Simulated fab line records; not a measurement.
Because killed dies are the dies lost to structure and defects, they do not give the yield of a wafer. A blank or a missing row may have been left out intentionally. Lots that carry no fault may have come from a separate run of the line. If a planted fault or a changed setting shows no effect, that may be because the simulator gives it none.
Matching of chambers / flow gf180mcu / GF_V3_CMP_04 on cmp-01: 4 sister chambers
The step polishes SiO2. 8 wafers are shown with their chamber, then 8 later ones without.

== WAFERS, EACH WITH ITS CHAMBER ==
wafer=L497.6; chamber=1; motor_current_A (A)=12.3; time_to_endpoint_s (s)=88
wafer=L508.4; chamber=2; motor_current_A (A)=11.4; time_to_endpoint_s (s)=74
wafer=L508.5; chamber=3; motor_current_A (A)=13.1; time_to_endpoint_s (s)=75
wafer=L508.6; chamber=2; motor_current_A (A)=11.9; time_to_endpoint_s (s)=69
wafer=L510.1; chamber=1; motor_current_A (A)=13.1; time_to_endpoint_s (s)=80
wafer=L510.3; chamber=0; motor_current_A (A)=9.8; time_to_endpoint_s (s)=76
wafer=L510.5; chamber=3; motor_current_A (A)=12.7; time_to_endpoint_s (s)=84
wafer=L512.2; chamber=0; motor_current_A (A)=10.1; time_to_endpoint_s (s)=80

== WAFERS WITHOUT THEIR CHAMBER ==
wafer=L512.3; motor_current_A (A)=11.3; time_to_endpoint_s (s)=72
wafer=L512.6; motor_current_A (A)=10.2; time_to_endpoint_s (s)=85
wafer=L513.3; motor_current_A (A)=10.1; time_to_endpoint_s (s)=82
wafer=L513.5; motor_current_A (A)=9.8; time_to_endpoint_s (s)=88
wafer=L513.6; motor_current_A (A)=12.9; time_to_endpoint_s (s)=85
wafer=L518.1; motor_current_A (A)=12.4; time_to_endpoint_s (s)=74
wafer=L518.3; motor_current_A (A)=13.0; time_to_endpoint_s (s)=78
wafer=L518.5; motor_current_A (A)=12.7; time_to_endpoint_s (s)=86

== EACH ONE'S CHAMBER ==
wafer=L512.3; from the rows above=2; in truth=2
wafer=L512.6; from the rows above=0; in truth=0
wafer=L513.3; from the rows above=0; in truth=0
wafer=L513.5; from the rows above=0; in truth=0
wafer=L513.6; from the rows above=can't be placed: 1 or 3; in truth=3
wafer=L518.1; from the rows above=can't be placed: 3 or 2 or 1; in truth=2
wafer=L518.3; from the rows above=can't be placed: 3 or 1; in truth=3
wafer=L518.5; from the rows above=can't be placed: 1 or 3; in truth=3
Correct placement for 4 of the 8. Unplaceable from these rows: 4, with the true chamber sitting among the candidates in 4. Placed wrongly: 0.
How it was worked out, from the rows above alone: a wafer's distance from a chamber is the root of the sum, over the readings, of the square of ((its reading less the chamber's mean) divided by the reading's scatter). The wafer belongs to the nearest chamber; if the next one is less than 2 further off, it can't be placed. Each chamber's mean is taken over the wafers shown for it. The scatter is the square root of a quotient: the sum, over the shown wafers, of each reading's squared deviation from its chamber's mean, divided by wafers minus chambers.
